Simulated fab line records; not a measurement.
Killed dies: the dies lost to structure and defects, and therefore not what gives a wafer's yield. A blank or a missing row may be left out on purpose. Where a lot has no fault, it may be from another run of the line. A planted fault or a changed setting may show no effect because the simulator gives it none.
A lot that was struck, set against a sound lot | flow sky130 | 36 steps out of a route of 708
Sound: the wafers L418.4, L418.5, L418.6. Struck: wafer L427.1 (L427.3, L427.6, from the same lot, were not struck and are left out); the cause is given at the end.
Each step with rows lists, per side, the tool, then ch with its chambers, then its first start. Under that, the readings that differ: sound wafers | struck wafers | difference of the means | sigmas: that difference in standard deviations of wafers without a fault.
alike: words and numbers the same on both sides, and readings whose means are apart by under 2 such deviations; not compared: readings that were withheld, readings missing a value for some wafer, numbers with overlapping values and no deviation given by the record, and bounds like >300 which may hide the same value.
Wherever a step has rows on one side only, a row that says differs or no value, or a row with sigmas, the two part there. Numbers that don't overlap but have no deviation are shown without sigmas and don't part them. A reading that every wafer of one side lacks parts them only if that side has two wafers or more.

first, 10 steps without rows for these wafers: SKY_METAL4_HMDS_06 (prime time 60 s); SKY_METAL4_COAT_07 (resist thk 60 nm); SKY_METAL4_COAT_08 (resist thk 1140 nm); SKY_METAL4_SOFTBAKE_09 (time 90 s); SKY_METAL4_EXPOSE_10 (exposes mask MM4, target cd 300 nm); SKY_METAL4_PEB_11; SKY_METAL4_DEVELOP_12 (develop time 60 s); SKY_METAL4_DESCUM_15 (chemistry O2, time 8 s); SKY_METAL4_ETCH_16 (etches BARC in N2/H2, stops on SiO2, time 88.2 s, target depth 60 nm); SKY_METAL4_ETCH_17 (etches SiO2 in C4F8/O2/Ar, stops on TiN, time 3.9 s, target depth 15 nm).
SKY_METAL4_METAL_ETCH_18: etches the open film in Cl2/BCl3, stops on SiO2, target depth 845 nm, time 183.1 s.
  sound on rieMetal-01 ch 0,1, day 44 01:30; struck on rieMetal-01 ch 1, day 46 06:17
reading             | sound | struck | difference                   | sigmas
rfHoursCounterH (h) | - - - | 24     | no value on the sound wafers | 
  alike: bcl3FlowSccm, drypumpMotorCurrentA, mfcCl2Sccm, oesProductAu, rfFwdPowerW, throttleValvePct
then, 24 steps without rows for these wafers: SKY_METAL4_STRIP_19 (strips in O2/N2); SKY_METAL4_STRIP_20 (strips in post etch residue remover, time 1200 s); SKY_METAL4_CLEAN_21 (cleans in IPA, time 180 s); SKY_METAL4_CLEAN_22 (cleans in O3/DIW); SKY_VIA4_HDPCVD_00 (deposits SiO2, target thk 1750 nm, time 291.7 s); SKY_VIA4_CMP_02 (polishes SiO2); SKY_VIA4_DEHYDRATE_04 (time 60 s); SKY_VIA4_HMDS_05 (prime time 60 s); SKY_VIA4_COAT_06 (resist thk 1140 nm); SKY_VIA4_SOFTBAKE_07 (time 60 s); SKY_VIA4_EXPOSE_08 (exposes mask VIM4, target cd 800 nm); SKY_VIA4_PEB_09; SKY_VIA4_DEVELOP_10 (develop time 60 s); SKY_VIA4_ETCH_12 (etches SiO2 in C4F8/O2/Ar, stops on TiN, target depth 580 nm); SKY_VIA4_STRIP_13 (strips in O2/N2); SKY_VIA4_STRIP_14 (strips in post etch residue remover, time 1200 s); SKY_VIA4_CLEAN_15 (cleans in IPA, time 180 s); SKY_VIA4_CLEAN_16 (cleans in O3/DIW); SKY_VIA4_SPUTTER_17 (material TiN, target thk 20 nm, time 80 s); SKY_VIA4_CVD_18 (deposits W, target thk 505 nm, time 152.14 s); SKY_VIA4_CMP_21 (polishes, stops on SiO2, t overpolish 25 s, target thk 0 nm); SKY_METAL5_SPUTTER_00 (material Ti, target thk 15 nm, time 10 s); SKY_METAL5_SPUTTER_01 (material TiN, target thk 20 nm, time 16.7 s); SKY_METAL5_SPUTTER_02 (material AlCu, target thk 1150 nm, time 61.2 s).
-- the record jumps here: 3 days lie between the struck wafers' starts before and after (it left off in module METAL5 and takes up again in module PAD_OPEN, whose first step shown is number 708 of the route) --
SKY_PAD_OPEN_PROBE_99:
  struck on prober-01, day 49 16:35; sound on prober-02, day 47 21:35
reading                               | sound              | struck | difference | sigmas
defectLimitedYield (%)                | 81.7 83.9 84.3     | 73.2   | -10.1      | -5
killed_at_M4_up                       | 4 4 4              | 57     | +53        | +26
killedAtFrontEnd                      | 7 3 13             | 25     | +17        | +4
killedDies                            | 90 79 77           | 132    | +50        | +5
sort_bin_3_pad_short (%)              | 1.0 0.8 0.6        | 2.8    | +2.0       | +5
sort_bin_5_function (%)               | 10.4 10.2 8.7      | 17.1   | +7.3       | +5
sortNPass                             | 402 413 415        | 360    | -50        | -5
sortYieldPct (%)                      | 81.7 83.9 84.3     | 73.2   | -10.1      | -5
model.etest.tester.sortNPass          | 402 413 415        | 360    | -50        | 
model.etest.tester.sortYieldPct (%)   | 81.71 83.94 84.35  | 73.17  | -10.16     | 
model.etest.tester.sort_bin_5_pct (%) | 10.37 10.16 8.74   | 17.07  | +7.31      | 
model.etest.tester.sort_bin_3_pct (%) | 1.016 0.813 0.6098 | 2.846  | +2.033     | 
  alike: killed_at_M0_to_M3, killedAtContacts, killedAtOther, killedOpen, killedShort, sort_bin_6_memory

WHERE THEY PART
Last at SKY_PAD_OPEN_PROBE_99 as far as this record goes, first at SKY_METAL4_METAL_ETCH_18.

WHY: whatever the simulator had introduced
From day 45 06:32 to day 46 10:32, rieMetal-01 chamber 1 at SKY_METAL4_METAL_ETCH_18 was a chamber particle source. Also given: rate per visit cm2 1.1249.
